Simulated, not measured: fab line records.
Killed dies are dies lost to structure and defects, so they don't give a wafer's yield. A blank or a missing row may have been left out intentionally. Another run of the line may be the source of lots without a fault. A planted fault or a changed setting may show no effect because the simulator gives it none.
Which tool was responsible? | flow sky130 | 39 wafers from 13 lots sampled at 2 of the route's 708 steps

== WHAT THE GAUGES READ, wafer by wafer ==
SKY_SD_P_CD_MEAS_07 targets a cd of 380 nm. Usual: cd nm reads 380.6 nm (standard deviation 2.5).
lot  | measured     | on        | cd nm (nm)        | flag
L641 | day 25 02:07 | cd sem-01 | 378.9 379.3 377.4 |
L643 | day 26 02:32 | cd sem-01 | 383.1 382.0 382.7 |
L644 | day 26 14:41 | cd sem-02 | 378.7 379.9 378.6 |
L647 | day 27 21:31 | cd sem-02 | 305.7 305.5 307.1 | OFF
L651 | day 29 01:19 | cd sem-01 | 378.0 378.8 379.2 |
L655 | day 30 14:40 | cd sem-02 | 385.7 383.2 384.2 |
L656 | day 30 16:43 | cd sem-01 | 380.3 378.1 377.2 |
L657 | day 30 22:49 | cd sem-02 | 377.4 376.2 375.1 |
L659 | day 31 17:01 | cd sem-02 | 378.9 376.8 377.2 |
L660 | day 32 01:59 | cd sem-02 | 379.1 377.0 377.2 |
L661 | day 32 12:44 | cd sem-01 | 381.3 383.5 380.8 |
L662 | day 32 18:56 | cd sem-01 | 382.7 380.7 382.5 |
L663 | day 32 22:20 | cd sem-02 | 375.5 378.0 377.9 |

== WHAT TOOL EACH LOT RAN ON (gives the tool, then ch and the chambers of the sampled wafers, and finally the start) ==
lot  | SKY_SD_P_EXPOSE_04
L641 | iline stepper-01 ch 0, day 24 11:02
L643 | iline stepper-02 ch 0, day 25 12:29
L644 | iline stepper-02 ch 0, day 26 00:23
L647 | iline stepper-02 ch 0, day 27 06:58
L651 | iline stepper-02 ch 0, day 28 11:20
L655 | iline stepper-01 ch 0, day 30 00:28
L656 | iline stepper-01 ch 0, day 30 03:31
L657 | iline stepper-02 ch 0, day 30 09:38
L659 | iline stepper-02 ch 0, day 31 03:43
L660 | iline stepper-02 ch 0, day 31 12:32
L661 | iline stepper-02 ch 0, day 31 23:14
L662 | iline stepper-02 ch 0, day 32 05:12
L663 | iline stepper-02 ch 0, day 32 08:32
- SKY_SD_P_EXPOSE_04: exposes mask PSDM, target cd 380 nm.

== WHAT THE TOOLS THEMSELVES READ (means of the sampled wafers that have a number; where no wafer has one, the mark that the record gives instead) ==
SKY_SD_P_EXPOSE_04. Usual: stage vel mm s 500.03 mm/s, standard deviation 0.24.
lot  | tool             | stage vel mm s (mm/s) | flag
L641 | iline stepper-01 | 499.72                |
L643 | iline stepper-02 | 500.16                |
L644 | iline stepper-02 | 500.11                |
L647 | iline stepper-02 | 500.07                |
L651 | iline stepper-02 | 499.98                |
L655 | iline stepper-01 | 500.23                |
L656 | iline stepper-01 | 500.27                |
L657 | iline stepper-02 | 500.06                |
L659 | iline stepper-02 | 499.85                |
L660 | iline stepper-02 | 499.82                |
L661 | iline stepper-02 | 500.36                |
L662 | iline stepper-02 | 500.01                |
L663 | iline stepper-02 | 499.96                |

== THE ANSWER, worked out from the rows above alone ==
Rule: a lot is off if the mean of its wafers that have a number lies more than 3 standard deviations from the usual mean. Also off: a lot with no number at a reading for which 4 or more lots have one. Where the step has rows for the other lots, those lots are counted as sound. After the gauges, taken in route order, come the tools' own readings; for these a lot's mean is taken, as printed above. At the first step where some lot is off, the reading lying furthest off is the one used; lots without a number count as furthest.
Off: L647 (SKY_SD_P_CD_MEAS_07, cd nm).
If a tool, at a process step before that reading, ran all the lots that are off and no sound lot after the first of them, it fits. The gauges at SKY_SD_P_CD_MEAS_07 are tried like those tools. None of those tried fits.

== WHAT THE SIMULATOR HAD INSERTED ==
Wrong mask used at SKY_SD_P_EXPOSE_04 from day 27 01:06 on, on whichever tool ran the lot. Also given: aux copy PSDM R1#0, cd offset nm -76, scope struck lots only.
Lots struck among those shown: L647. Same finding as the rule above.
